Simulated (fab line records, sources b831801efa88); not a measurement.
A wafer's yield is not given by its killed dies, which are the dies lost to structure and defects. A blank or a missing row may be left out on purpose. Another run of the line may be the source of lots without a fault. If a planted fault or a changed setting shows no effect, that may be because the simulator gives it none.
A struck lot beside a sound one + flow gf180mcu + 19 steps out of a route of 602
Sound: the wafers L471.1, L471.2, L471.3. Wafers struck: L490.1, L490.2, L490.4. The cause comes at the end.
Per side, at each step with rows, come the tool, then ch with its chambers, and then its first start. Under that, the readings that differ: sound wafers + struck wafers + difference of the means + sigmas: that difference in standard deviations of wafers without a fault.
alike: readings whose means differ by less than 2 such deviations, and words and numbers that are the same on both sides. not compared: withheld readings, readings that some wafer has no value for, bounds like >300 that may hide the same value, and numbers for which the record gives no deviation and whose values overlap.
A row with sigmas, a row that says differs or no value, or rows on one side alone: a step with any of these is where the two part. Numbers that don't overlap but have no deviation are shown without sigmas and don't part them. A reading that every wafer of one side lacks parts them only if that side has two wafers or more.

first, 1 step without rows for these wafers: GF_NSD_IMPLANT_10.
GF_NSD_STRIP_11: strips in O2/N2.
  sound on plasma-asher-04 ch 0,1, day 14 18:26; struck on plasma-asher-02 ch 0,1, day 21 02:38
  alike: drypump-motor-current-A, heater-power-w, oes-product-au, strip-time-to-endpoint-s
  not compared: rf-hours-counter-h
GF_NSD_TW_MEAS_12:
  sound on film-metro-02 at day 14 18:32; struck on film-metro-04 at day 21 02:44
  alike: NSD_TW
then, 7 steps without rows for these wafers: GF_PSD_DEHYDRATE_00 (time 60 s); GF_PSD_HMDS_01 (prime time 60 s); GF_PSD_COAT_02 (resist thk 1000 nm); GF_PSD_SOFTBAKE_03 (time 60 s); GF_PSD_EXPOSE_04 (exposes mask Pplus, target cd 400 nm); GF_PSD_PEB_05; GF_PSD_DEVELOP_06 (develop time 60 s).
GF_PSD_CD_MEAS_07: the cd target is 400 nm.
  sound on cd-sem-02 at day 15 16:47; struck on cd-sem-02 at day 22 02:41
  alike: cd-nm
GF_PSD_OVL_MEAS_08:
  sound on overlay-02 at day 15 16:55; struck on overlay-01 at day 22 02:49
| reading      | sound          | struck      | difference | sigmas |
|--------------|----------------|-------------|------------|--------|
| PSD_OVL (nm) | -1.3 -2.8 -1.8 | 0.6 0.7 1.1 | +2.8       | +2     |
GF_PSD_IMPLANT_09:
  sound on implanter-02 ch 0, day 15 16:57; struck on implanter-02 ch 0, day 22 02:50
| reading                   | sound             | struck            | difference | sigmas |
|---------------------------|-------------------|-------------------|------------|--------|
| implant-ion-amu           | 49 49 49          | 75 75 75          | +26        |        |
| model.implant.drp-nm (nm) | 15.87 15.87 15.87 | 11.92 11.92 11.92 | -3.95      |        |
| model.implant.rp-nm (nm)  | 30.19 30.19 30.19 | 26.39 26.39 26.39 | -3.80      |        |
  alike: end-station-pressure-torr
GF_PSD_STRIP_10: strips in O2/N2.
  sound on plasma-asher-03 ch 0,1, day 15 17:06; struck on plasma-asher-04 ch 0,1, day 22 02:59
  alike: drypump-motor-current-A, heater-power-w, oes-product-au, strip-time-to-endpoint-s
  not compared: rf-hours-counter-h
GF_PSD_TW_MEAS_11:
  sound on film-metro-03 at day 15 17:12; struck on film-metro-04 at day 22 03:23
| reading | sound          | struck         | difference | sigmas |
|---------|----------------|----------------|------------|--------|
| PSD_TW  | 3219 3254 3241 | 3682 3689 3678 | +445       | +17    |
  not compared: hold
GF_PSD_RTA_13: time 20 s.
  sound on rtp-anneal-02 ch 0, day 15 17:19; struck on rtp-anneal-02 ch 0, day 22 07:55
  alike: lamp-power-pct, wafer_temp_C_max
GF_PSD_RS_MEAS_14: measures by four-point-probe.
  sound on film-metro-04 at day 15 17:24; struck on film-metro-03 at day 22 08:00
  alike: NSD_RS
GF_PSD_RS_MEAS_15: measures by four-point-probe.
  sound on film-metro-04 at day 15 17:31; struck on film-metro-03 at day 22 08:25
| reading         | sound             | struck         | difference | sigmas      |
|-----------------|-------------------|----------------|------------|-------------|
| PSD_RS (ohm/sq) | 108.2 108.2 108.1 | 52.0 52.1 52.2 | -56.1      | -99 or more |
  not compared: hold
GF_PASSIVATION_PROBE_99:
  rows exist in the record for the sound wafers here (prober-02, day 30 13:01), none for the struck ones

== WHERE THEY PART ==
Earliest at GF_PSD_OVL_MEAS_08; latest, in this record, at GF_PASSIVATION_PROBE_99.

WHY: what had been put in by the simulator
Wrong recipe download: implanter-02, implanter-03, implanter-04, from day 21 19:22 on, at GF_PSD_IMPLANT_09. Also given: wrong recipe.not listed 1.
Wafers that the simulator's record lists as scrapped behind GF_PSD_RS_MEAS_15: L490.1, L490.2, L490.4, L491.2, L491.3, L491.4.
